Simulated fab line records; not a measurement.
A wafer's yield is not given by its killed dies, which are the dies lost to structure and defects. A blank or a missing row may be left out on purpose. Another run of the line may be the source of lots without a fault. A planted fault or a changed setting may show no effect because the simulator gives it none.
Which tool is to blame? | flow sky130 | 12 lots with 36 wafers sampled at 6 steps, on a route of 708 steps

## WHAT THE GAUGES READ, wafer by wafer
SKY_VT_ADJUST_HVTR_CD_MEAS_07 targets a cd of 380 nm. Usual: cd nm at 380.1 nm, with a standard deviation of 2.5.
lot  | measured     | on        | cd nm (nm)        | flag
L225 | day 9 21:42  | cd sem-01 | 379.2 382.3 382.4 |
L226 | day 10 05:13 | cd sem-02 | 384.1 384.6 385.0 |
L229 | day 11 19:07 | cd sem-01 | 379.6 379.2 379.1 |
L231 | day 11 23:40 | cd sem-01 | 378.6 378.7 382.5 |
L232 | day 12 04:32 | cd sem-02 | 381.6 382.5 381.2 |
L233 | day 12 11:07 | cd sem-01 | 382.8 382.5 381.9 |
L234 | day 12 23:35 | cd sem-02 | 381.6 382.1 381.8 |
L242 | day 15 20:33 | cd sem-02 | 377.6 379.0 378.0 |
L243 | day 15 20:53 | cd sem-02 | 380.1 382.1 380.2 |
L244 | day 16 01:48 | cd sem-01 | 376.6 377.9 378.2 |
L245 | day 16 09:22 | cd sem-02 | 381.0 379.0 383.6 |
L246 | day 16 18:58 | cd sem-02 | 381.3 380.8 375.9 |

SKY_LDD_N_TW_MEAS_17. Usual: for LDD_N_TW the level is 2587 and the standard deviation is 16.
lot  | measured     | on            | LDD_N_TW       | flag
L225 | day 18 11:03 | film metro-04 | 2584 2596 2579 |
L226 | day 18 16:37 | film metro-02 | 2565 2562 2574 |
L229 | day 20 15:48 | film metro-02 | 2597 2600 2590 |
L231 | day 20 20:17 | film metro-04 | 2603 2602 2600 |
L232 | day 21 07:12 | film metro-03 | 2636 2643 2645 | OFF
L233 | day 22 21:10 | film metro-02 | 2592 2597 2598 |
L234 | day 22 20:48 | film metro-02 | 2652 2659 2652 | OFF
L242 | day 25 06:38 | film metro-03 | 2551 2554 2560 |
L243 | day 25 11:18 | film metro-03 | 2559 2567 2566 |
L244 | day 25 15:35 | film metro-04 | 2586 2582 2581 |
L245 | day 25 21:45 | film metro-03 | 2552 2554 2562 |
L246 | day 26 02:54 | film metro-02 | 2596 2602 2608 |

SKY_CONTACT_BOW_MEAS_05. Usual: for CONTACT_BOW the level is 81 um and the standard deviation is 6.8.
lot  | measured     | on            | CONTACT_BOW (um) | flag
L225 | day 31 02:23 | film metro-03 | 95 72 83         |
L226 | day 31 03:20 | film metro-03 | 80 90 66         |
L229 | day 33 00:14 | film metro-02 | 80 87 66         |
L231 | day 33 03:56 | film metro-03 | 78 82 74         |
L232 | day 33 13:08 | film metro-03 | 82 75 76         |
L233 | day 35 00:55 | film metro-03 | 84 82 92         |
L234 | day 34 22:17 | film metro-02 | 85 86 89         |
L242 | day 37 03:17 | film metro-03 | 79 71 71         |
L243 | day 37 05:20 | film metro-02 | 82 83 88         |
L244 | day 37 09:24 | film metro-02 | 90 85 77         |
L245 | day 37 17:24 | film metro-02 | 98 73 74         |
L246 | day 37 19:41 | film metro-02 | 85 81 92         |

SKY_CONTACT_OVL_MEAS_15. Usual: for CONTACT_OVL the level is -4 nm and the standard deviation is 4.4.
lot  | measured     | on         | CONTACT_OVL (nm) | flag
L225 | day 32 05:19 | overlay-01 | -14 -7 -11       |
L226 | day 32 07:13 | overlay-01 | -7 -7 -4         |
L229 | day 34 03:23 | overlay-02 | -1 -2 -6         |
L231 | day 34 06:22 | overlay-01 | -10 -4 -4        |
L232 | day 34 16:26 | overlay-01 | -6 -6 -8         |
L233 | day 36 03:24 | overlay-02 | -4 -2 -5         |
L234 | day 36 00:50 | overlay-01 | -5 -11 -8        |
L242 | day 38 05:04 | overlay-02 | -17 -18 -14      |
L243 | day 38 07:11 | overlay-01 | 1 0 -6           |
L244 | day 38 11:41 | overlay-01 | -7 -3 -8         |
L245 | day 38 18:26 | overlay-02 | 0 1 -3           |
L246 | day 38 20:44 | overlay-02 | -7 -10 -8        |

## WHAT TOOL EACH LOT RAN ON (gives the tool, then ch and the chambers of the sampled wafers, and finally the start)
lot  | SKY_LDD_N_IMPLANT_09            | SKY_LDD_N_STRIP_16
L225 | implanter-03 ch 0, day 18 09:54 | plasma asher-03 ch 0,1, day 18 10:57
L226 | implanter-03 ch 0, day 18 15:26 | plasma asher-03 ch 0,1, day 18 16:29
L229 | implanter-04 ch 0, day 20 14:40 | plasma asher-04 ch 0,1, day 20 15:41
L231 | implanter-04 ch 0, day 20 19:08 | plasma asher-01 ch 0,1, day 20 20:11
L232 | implanter-04 ch 0, day 21 06:04 | plasma asher-04 ch 0,1, day 21 07:05
L233 | implanter-03 ch 0, day 22 20:04 | plasma asher-01 ch 0,1, day 22 21:05
L234 | implanter-04 ch 0, day 22 19:40 | plasma asher-03 ch 0,1, day 22 20:41
L242 | implanter-04 ch 0, day 25 05:29 | plasma asher-01 ch 0,1, day 25 06:32
L243 | implanter-04 ch 0, day 25 10:11 | plasma asher-04 ch 0,1, day 25 11:13
L244 | implanter-03 ch 0, day 25 14:26 | plasma asher-04 ch 0,1, day 25 15:29
L245 | implanter-03 ch 0, day 25 20:37 | plasma asher-04 ch 0,1, day 25 21:38
L246 | implanter-04 ch 0, day 26 01:46 | plasma asher-01 ch 0,1, day 26 02:47
- SKY_LDD_N_IMPLANT_09
- SKY_LDD_N_STRIP_16: strips in O2/N2.

## AS READ BY THE TOOLS THEMSELVES (means over the sampled wafers that have a number; for cases with no such wafer, the mark the record gives instead)
SKY_LDD_N_IMPLANT_09. Usual: beam on s 9.99 s, standard deviation 0.2; dose ions cm2 7.501e+13, standard deviation 7.4e+10; faraday current uA 423, standard deviation 8.3.
lot  | tool         | beam on s (s) | dose ions cm2 | faraday current uA | flag
L225 | implanter-03 | 9.85          | 7.499e+13     | 429                |
L226 | implanter-03 | 10.03         | 7.499e+13     | 421                |
L229 | implanter-04 | 10.08         | 7.499e+13     | 420                |
L231 | implanter-04 | 10.12         | 7.497e+13     | 419                |
L232 | implanter-04 | 11.31         | 1.065e+14     | 531                | OFF
L233 | implanter-03 | 9.98          | 7.500e+13     | 423                |
L234 | implanter-04 | 11.35         | 1.065e+14     | 530                | OFF
L242 | implanter-04 | 10.01         | 7.498e+13     | 421                |
L243 | implanter-04 | 9.94          | 7.501e+13     | 426                |
L244 | implanter-03 | 10.08         | 7.511e+13     | 420                |
L245 | implanter-03 | 9.92          | 7.499e+13     | 426                |
L246 | implanter-04 | 9.93          | 7.504e+13     | 426                |

SKY_LDD_N_STRIP_16. Usual: drypump motor current A 5.8 A, standard deviation 0.65; oes product au 0.406 a.u., standard deviation 0.0043; strip time to endpoint s 4.309 s, standard deviation 0.015.
lot  | tool            | drypump motor current A (A) | oes product au (a.u.) | strip time to endpoint s (s) | flag
L225 | plasma asher-03 | 6.0                         | 0.404                 | 4.319                        |
L226 | plasma asher-03 | 6.1                         | 0.403                 | 4.333                        |
L229 | plasma asher-04 | 6.5                         | 0.406                 | 4.311                        |
L231 | plasma asher-01 | 5.4                         | 0.406                 | 4.326                        |
L232 | plasma asher-04 | 6.1                         | 0.406                 | 4.384                        | OFF
L233 | plasma asher-01 | 5.1                         | 0.407                 | 4.316                        |
L234 | plasma asher-03 | 6.1                         | 0.407                 | 4.378                        | OFF
L242 | plasma asher-01 | 5.4                         | 0.408                 | 4.330                        |
L243 | plasma asher-04 | 6.1                         | 0.409                 | 4.310                        |
L244 | plasma asher-04 | 6.5                         | 0.404                 | 4.290                        |
L245 | plasma asher-04 | 6.5                         | 0.405                 | 4.304                        |
L246 | plasma asher-01 | 5.4                         | 0.408                 | 4.308                        |

## THE ANSWER, worked out from the rows above alone
Rule: a lot is off if the mean of its wafers that have a number lies more than 3 standard deviations from the usual mean. A lot without any number at a reading at which 4 lots or more have one is off too. The other lots that the step has rows for count as sound. First the gauges in route order, then the tools' own readings, where a lot's mean is used as printed above. At the first step where some lot is off, the reading lying furthest off is the one used; lots without a number count as furthest.
Off: L232, L234, seen at SKY_LDD_N_TW_MEAS_17 (LDD_N_TW).
If a tool, at a process step before that reading, ran all the lots that are off and no sound lot after the first of them, it fits. The gauges at SKY_LDD_N_TW_MEAS_17 aren't tried: what is off there is off at SKY_LDD_N_IMPLANT_09 too, on other tools, and a gauge's error can't cause that. Not one of the candidates tried fits.

## WHAT THE SIMULATOR HAD INSERTED
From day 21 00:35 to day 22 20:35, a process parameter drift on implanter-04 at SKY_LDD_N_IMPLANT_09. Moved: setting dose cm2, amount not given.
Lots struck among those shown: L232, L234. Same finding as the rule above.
